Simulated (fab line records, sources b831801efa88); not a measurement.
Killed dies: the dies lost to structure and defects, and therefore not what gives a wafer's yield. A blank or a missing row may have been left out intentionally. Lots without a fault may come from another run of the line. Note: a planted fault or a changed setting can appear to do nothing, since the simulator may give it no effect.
The tool behind it: which one? ; flow gf180mcu ; 45 wafers from 15 lots sampled at 6 of the route's 602 steps

## WHAT THE GAUGES SHOWED, per wafer
GF_VT_IMPLANT_RS_MEAS_46: uses a four-point probe to measure. Usual: for MVSD_RS the level is 457.2 ohm/sq and the standard deviation is 1.2.
lot;measured;on;MVSD_RS (ohm/sq);flag
L821;day 7 12:29;film-metro-03;457.2 456.2 456.9;
L824;day 8 10:35;film-metro-03;455.9 456.0 456.1;
L825;day 8 16:07;film-metro-04;456.8 456.7 456.7;
L826;day 9 01:10;film-metro-04;460.2 459.5 459.4;
L828;day 9 13:08;film-metro-03;457.1 457.9 456.9;
L829;day 9 20:01;film-metro-02;456.2 455.0 455.0;
L831;day 10 08:33;film-metro-04;457.2 457.9 457.6;
L832;day 10 17:46;film-metro-04;457.1 457.0 457.3;
L833;day 10 22:06;film-metro-02;132.8 132.8 132.8;OFF
L834;day 11 06:04;film-metro-03;133.1 133.0 133.1;OFF
L835;day 11 14:19;film-metro-03;133.4 133.3 133.1;OFF
L836;day 11 21:28;film-metro-04;458.0 457.9 458.7;
L840;day 12 21:51;film-metro-02;456.3 456.6 457.1;
L842;day 13 12:08;film-metro-02;455.9 455.8 455.5;
L844;day 14 00:48;film-metro-03;457.4 458.0 459.5;

GF_VT_IMPLANT_RS_MEAS_47: uses a four-point probe to measure. Usual: for NWELL_RS the level is 488.3 ohm/sq and the standard deviation is 1.1.
lot;measured;on;NWELL_RS (ohm/sq);flag
L821;day 7 12:37;film-metro-03;490.7 491.0 488.4;
L824;day 8 10:42;film-metro-03;485.6 487.8 487.3;
L825;day 8 16:14;film-metro-04;489.7 489.2 489.1;
L826;day 9 01:17;film-metro-04;489.3 489.4 488.2;
L828;day 9 13:15;film-metro-03;487.0 488.6 487.5;
L829;day 9 20:08;film-metro-02;486.9 486.0 488.5;
L831;day 10 08:40;film-metro-04;488.1 488.8 487.4;
L832;day 10 17:53;film-metro-04;487.8 487.6 487.5;
L833;day 10 22:13;film-metro-02;133.0 133.1 133.0;OFF
L834;day 11 06:11;film-metro-03;133.1 132.9 133.2;OFF
L835;day 11 14:26;film-metro-03;133.2 133.2 133.0;OFF
L836;day 11 21:35;film-metro-04;489.0 487.2 487.8;
L840;day 12 21:58;film-metro-02;487.6 488.1 487.2;
L842;day 13 12:15;film-metro-02;488.3 487.8 487.0;
L844;day 14 00:55;film-metro-03;487.9 488.6 488.5;

GF_VT_IMPLANT_RS_MEAS_48: uses a four-point probe to measure. Usual: for LVPWELL_RS the level is 1197.7 ohm/sq and the standard deviation is 2.9.
lot;measured;on;LVPWELL_RS (ohm/sq);flag
L821;day 7 12:44;film-metro-03;1200.1 1202.3 1201.8;
L824;day 8 10:49;film-metro-03;1196.7 1195.0 1198.4;
L825;day 8 16:22;film-metro-04;1195.6 1197.5 1199.1;
L826;day 9 01:24;film-metro-04;1201.2 1204.5 1203.1;
L828;day 9 13:22;film-metro-03;1196.8 1199.1 1197.5;
L829;day 9 20:16;film-metro-02;1195.5 1197.0 1193.7;
L831;day 10 08:47;film-metro-04;1201.9 1198.7 1198.6;
L832;day 10 18:01;film-metro-04;1199.7 1200.6 1201.9;
L833;day 10 22:20;film-metro-02;133.2 133.0 133.1;OFF
L834;day 11 06:19;film-metro-03;133.0 133.0 133.1;OFF
L835;day 11 14:33;film-metro-03;133.1 133.0 133.1;OFF
L836;day 11 21:42;film-metro-04;1196.6 1196.1 1196.1;
L840;day 12 22:05;film-metro-02;1202.0 1199.7 1198.2;
L842;day 13 12:22;film-metro-02;1201.3 1196.4 1197.6;
L844;day 14 01:02;film-metro-03;1199.1 1201.1 1198.0;

GF_SAB_OVL_MEAS_10. Usual: for SAB_OVL the level is -1.5 nm and the standard deviation is 1.2.
lot;measured;on;SAB_OVL (nm);flag
L821;day 15 02:12;overlay-01;-2.4 1.2 -0.9;
L824;day 16 09:12;overlay-01;-1.2 0.2 -3.1;
L825;day 16 15:38;overlay-02;-1.3 -1.7 0.3;
L826;day 16 22:34;overlay-02;-1.0 -0.7 -1.5;
L828;day 17 16:13;overlay-01;-1.2 -0.8 -0.3;
L829;day 18 07:17;overlay-01;-1.0 -0.8 -0.2;
L831;day 18 19:14;overlay-02;-2.8 -2.7 -0.7;
L832;day 19 04:17;overlay-02;-1.6 -2.4 -1.3;
L836;day 20 22:17;overlay-01;-2.7 -2.1 -1.3;
L840;day 21 22:09;overlay-01;-2.1 -3.6 -3.3;
L842;day 22 16:02;overlay-01;-3.5 -3.1 -3.3;
L844;day 23 04:25;overlay-02;-2.0 -0.5 -1.1;

## WHICH TOOL RAN EACH LOT (tool, then ch and the chambers of the sampled wafers, then the start)
lot;GF_STI_ETCH_13;GF_VT_IMPLANT_RTA_45
L821;rie-diel-01 ch 2,3, day 2 01:41;rtp-anneal-01 ch 0, day 7 12:23
L824;rie-diel-03 ch 0,1, day 2 16:00;rtp-anneal-01 ch 0, day 8 10:28
L825;rie-diel-01 ch 0,3, day 2 22:37;rtp-anneal-02 ch 0, day 8 15:43
L826;rie-diel-03 ch 0,1,3, day 3 04:15;rtp-anneal-01 ch 0, day 9 00:58
L828;rie-diel-03 ch 0,1,3, day 3 13:14;rtp-anneal-02 ch 0, day 9 13:02
L829;rie-diel-01 ch 0,3, day 3 19:17;rtp-anneal-01 ch 0, day 9 19:55
L831;rie-diel-04 ch 0,2,3, day 4 04:54;rtp-anneal-01 ch 0, day 10 08:27
L832;rie-diel-04 ch 0,2,3, day 4 11:06;rtp-anneal-02 ch 0, day 10 17:40
L833;rie-diel-03 ch 1,2, day 4 14:56;rtp-anneal-01, day 10 22:00
L834;rie-diel-01 ch 0,3, day 4 19:44;rtp-anneal-02, day 11 05:58
L835;rie-diel-01 ch 1,2, day 5 01:38;rtp-anneal-02, day 11 14:13
L836;rie-diel-04 ch 0,2,3, day 5 07:11;rtp-anneal-02 ch 0, day 11 21:22
L840;rie-diel-03 ch 0,1,3, day 6 03:35;rtp-anneal-01 ch 0, day 12 21:45
L842;rie-diel-04 ch 0,2, day 6 15:35;rtp-anneal-01 ch 0, day 13 12:02
L844;rie-diel-01 ch 2,3, day 7 00:32;rtp-anneal-02 ch 0, day 14 00:42
- GF_STI_ETCH_13: etches the open film in CHF3/O2, stops on Si, target depth 282.31 nm, time 112.9 s.
- GF_VT_IMPLANT_RTA_45: time 30 s.

## AS READ BY THE TOOLS THEMSELVES (means over the sampled wafers that have a number; for cases with no such wafer, the mark the record gives instead)
GF_STI_ETCH_13. Usual: drypump-motor-current-A 5.7 A, standard deviation 0.52; oes-product-au 0.836 a.u., standard deviation 0.0055; throttle-valve-pct 8.811 %, standard deviation 0.0089.
lot;tool;drypump-motor-current-A (A);oes-product-au (a.u.);throttle-valve-pct (%);flag
L821;rie-diel-01;6.4;0.838;8.808;
L824;rie-diel-03;5.0;0.837;8.814;
L825;rie-diel-01;6.1;0.842;8.816;
L826;rie-diel-03;5.3;0.834;8.807;
L828;rie-diel-03;5.3;0.835;8.811;
L829;rie-diel-01;5.7;0.834;8.806;
L831;rie-diel-04;5.8;0.840;8.812;
L832;rie-diel-04;5.8;0.836;8.807;
L833;rie-diel-03;5.6;0.837;8.813;
L834;rie-diel-01;5.8;0.833;8.798;
L835;rie-diel-01;5.9;0.829;8.812;
L836;rie-diel-04;5.8;0.831;8.808;
L840;rie-diel-03;5.3;0.839;8.810;
L842;rie-diel-04;6.1;0.827;8.813;
L844;rie-diel-01;6.3;0.844;8.809;

GF_VT_IMPLANT_RTA_45. Usual: anneal-temp-c-max 1055.1, standard deviation 0.95; chamber-o2-ppm 2.000, standard deviation 0.023; lamp-power-pct 37.11 %, standard deviation 0.19; wafer_temp_C_max 1053.6, standard deviation 1.2.
lot;tool;anneal-temp-c-max;chamber-o2-ppm;lamp-power-pct (%);wafer_temp_C_max;flag
L821;rtp-anneal-01;1055.3;1.972;37.24;1052.2;
L824;rtp-anneal-01;1055.0;1.974;37.25;1051.8;
L825;rtp-anneal-02;1056.2;2.008;36.92;1053.9;
L826;rtp-anneal-01;1054.5;2.006;37.26;1052.9;
L828;rtp-anneal-02;1055.8;2.010;36.93;1054.4;
L829;rtp-anneal-01;1055.4;1.998;37.29;1052.8;
L831;rtp-anneal-01;1054.3;1.988;37.29;1052.1;
L832;rtp-anneal-02;1054.6;1.996;36.87;1055.9;
L833;rtp-anneal-01;-;-;-;-;OFF
L834;rtp-anneal-02;-;-;-;-;OFF
L835;rtp-anneal-02;-;-;-;-;OFF
L836;rtp-anneal-02;1055.9;1.984;36.94;1055.0;
L840;rtp-anneal-01;1054.8;2.016;37.30;1052.9;
L842;rtp-anneal-01;1054.6;2.019;37.28;1052.9;
L844;rtp-anneal-02;1055.2;1.990;36.92;1053.5;

## THE ANSWER, worked out from the rows above alone
Rule: lot off if the mean of its wafers having a number is beyond 3 standard deviations from the usual mean. A lot without any number at a reading at which 4 lots or more have one is off too. The other lots that the step has rows for count as sound. The gauges are gone through in route order, then the tools' own readings, and for those a lot's mean is taken as printed above. The first step at which some lot is off is used, and at that step the reading that is off furthest; a lot without a number counts as furthest.
Off: at GF_VT_IMPLANT_RS_MEAS_46 (MVSD_RS), L833, L834, L835.
If a tool, at a process step before that reading, ran all the lots that are off and no sound lot after the first of them, it fits. Not tried: the gauges at GF_VT_IMPLANT_RS_MEAS_46; whatever is off there is also off at GF_VT_IMPLANT_RTA_45, on other tools, and gauge error can't account for it. Of those tried, none fits.

## WHAT WAS PUT IN BY THE SIMULATOR
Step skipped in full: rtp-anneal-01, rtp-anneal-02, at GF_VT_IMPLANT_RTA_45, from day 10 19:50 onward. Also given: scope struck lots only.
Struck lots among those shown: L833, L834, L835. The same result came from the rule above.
